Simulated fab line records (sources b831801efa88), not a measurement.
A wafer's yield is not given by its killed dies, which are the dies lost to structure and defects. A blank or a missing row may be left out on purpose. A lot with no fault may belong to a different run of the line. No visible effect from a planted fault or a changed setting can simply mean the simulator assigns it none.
The tool behind it: which one? :: flow sky130 :: 13 lots, 39 wafers sampled, at 1 step of a route of 708

WHAT THE GAUGES READ, wafer by wafer
SKY_POLY_GATE_OVL_MEAS_14.
lot: L547
measured: day 17 10:52
on: overlay-01
POLY_GATE_OVL (nm): -3 -2 -3

lot: L546
measured: day 17 11:02
on: overlay-02
POLY_GATE_OVL (nm): -5 -3 2

lot: L548
measured: day 17 22:23
on: overlay-02
POLY_GATE_OVL (nm): -1 1 -2

lot: L554
measured: day 19 20:13
on: overlay-01
POLY_GATE_OVL (nm): -6 -4 -3

lot: L555
measured: day 20 05:26
on: overlay-01
POLY_GATE_OVL (nm): -1 -7 4

lot: L556
measured: day 21 00:16
on: overlay-01
POLY_GATE_OVL (nm): 6 5 2

lot: L559
measured: day 22 01:53
on: overlay-01
POLY_GATE_OVL (nm): 0 2 -1

lot: L560
measured: day 22 12:00
on: overlay-01
POLY_GATE_OVL (nm): 9 15 9

lot: L562
measured: day 22 19:43
on: overlay-02
POLY_GATE_OVL (nm): -11 2 -6

lot: L564
measured: day 23 15:10
on: overlay-02
POLY_GATE_OVL (nm): 2 -2 -3

lot: L565
measured: day 23 16:10
on: overlay-02
POLY_GATE_OVL (nm): -11 -7 -16

lot: L567
measured: day 25 23:28
on: overlay-02
POLY_GATE_OVL (nm): -7 0 -7

lot: L566
measured: day 26 02:46
on: overlay-02
POLY_GATE_OVL (nm): 0 1 5

TOOL THAT RAN EACH LOT (tool first, then ch and the chambers of the sampled wafers, then the start)
No process step before these readings appears in the record.

AS READ BY THE TOOLS THEMSELVES (means over the sampled wafers that have a number; for cases with no such wafer, the mark the record gives instead)
The record holds no such reading with a usual standard deviation.

THE ANSWER, worked out from the rows above alone
Rule: what is usual is taken from the lots themselves. The widest of any qualifying gaps counts: lots, ordered by their means at a reading, are off when they make up no more than a third of the lots, leave a main group of 4 or more, and stand apart from it by 3 or more times the standard deviation of that group's means. A main group whose means are all the same, to the digits that the tables above print for the reading, isn't used. Also off: a lot with no number at a reading for which 4 or more lots have one. All remaining lots with rows at the step are treated as sound. Order of review: gauges by route order, followed by the tools' own readings, for which a lot's mean as printed above is used. At the first step where some lot is off, the reading lying furthest off is the one used; lots without a number count as furthest.
Across all readings shown, no lot is off: no conclusion can be drawn from this.

WHAT HAD BEEN PUT IN BY THE SIMULATOR
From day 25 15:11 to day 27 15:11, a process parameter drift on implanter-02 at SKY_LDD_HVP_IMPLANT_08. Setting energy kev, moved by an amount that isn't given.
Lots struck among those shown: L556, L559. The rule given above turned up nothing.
